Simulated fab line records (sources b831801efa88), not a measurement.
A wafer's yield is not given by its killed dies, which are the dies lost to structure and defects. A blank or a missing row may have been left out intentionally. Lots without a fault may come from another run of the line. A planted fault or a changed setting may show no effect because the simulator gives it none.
What tool caused it? + flow sky130 + Sampling: 12 lots, 36 wafers, 2 of 708 route steps

== WHAT THE GAUGES READ, wafer by wafer ==
SKY_GATE_OXIDE_TW_MEAS_14.
| lot  | measured     | on           | GATE_OXIDE_TW     |
|------|--------------|--------------|-------------------|
| L075 | day 14 06:33 | filmMetro-03 | 224.9 225.4 226.8 |
| L077 | day 14 22:19 | filmMetro-03 | 224.5 226.3 225.5 |
| L079 | day 15 09:37 | filmMetro-02 | 224.0 223.8 224.2 |
| L081 | day 16 03:58 | filmMetro-04 | 225.6 223.8 224.9 |
| L083 | day 16 19:33 | filmMetro-02 | 223.4 223.4 224.5 |
| L085 | day 17 12:40 | filmMetro-04 | 224.1 224.1 224.3 |
| L087 | day 18 17:04 | filmMetro-03 | 223.0 223.9 224.3 |
| L089 | day 19 15:12 | filmMetro-04 | 225.5 225.9 225.5 |
| L091 | day 19 14:35 | filmMetro-02 | 224.5 222.4 222.5 |
| L093 | day 20 17:27 | filmMetro-02 | 219.7 220.5 220.3 |
| L095 | day 21 05:11 | filmMetro-02 | 223.2 223.4 223.2 |
| L097 | day 21 18:32 | filmMetro-02 | 222.6 223.0 223.3 |

== WHAT TOOL EACH LOT RAN ON (gives the tool, then ch and the chambers of the sampled wafers, and finally the start) ==
| lot  | SKY_SONOS_ONO_STRIP_17              |
|------|-------------------------------------|
| L075 | plasmaAsher-04 ch 1, day 13 03:02   |
| L077 | plasmaAsher-02 ch 0,1, day 13 16:28 |
| L079 | plasmaAsher-01 ch 0, day 14 04:50   |
| L081 | plasmaAsher-02 ch 0,1, day 14 21:36 |
| L083 | plasmaAsher-04 ch 0,1, day 15 12:32 |
| L085 | plasmaAsher-02 ch 0, day 16 04:23   |
| L087 | plasmaAsher-01 ch 0,1, day 17 03:35 |
| L089 | plasmaAsher-01 ch 0,1, day 18 01:56 |
| L091 | plasmaAsher-04 ch 0,1, day 18 07:05 |
| L093 | plasmaAsher-02 ch 0,1, day 19 09:00 |
| L095 | plasmaAsher-02 ch 0,1, day 19 20:41 |
| L097 | plasmaAsher-01 ch 0,1, day 20 10:37 |
- SKY_SONOS_ONO_STRIP_17: strips in O2/N2.

== THE ANSWER, worked out from the rows above alone ==
Rule: the lots themselves supply what counts as usual. Put in order of their means at a reading, lots are off if they are a third of the lots or fewer, leave a main group of 4 or more, and stand apart from it by a gap of 3 or more times the standard deviation of the main group's means; of several such gaps the widest counts. The tables above print the reading to a certain number of digits; a main group whose means all agree to those digits is not used. Also off: a lot with no number at a reading for which 4 or more lots have one. Where the step has rows for the other lots, those lots are counted as sound.
No lot is off on any of the readings shown, so nothing can be concluded from this.

== WHAT THE SIMULATOR PUT IN ==
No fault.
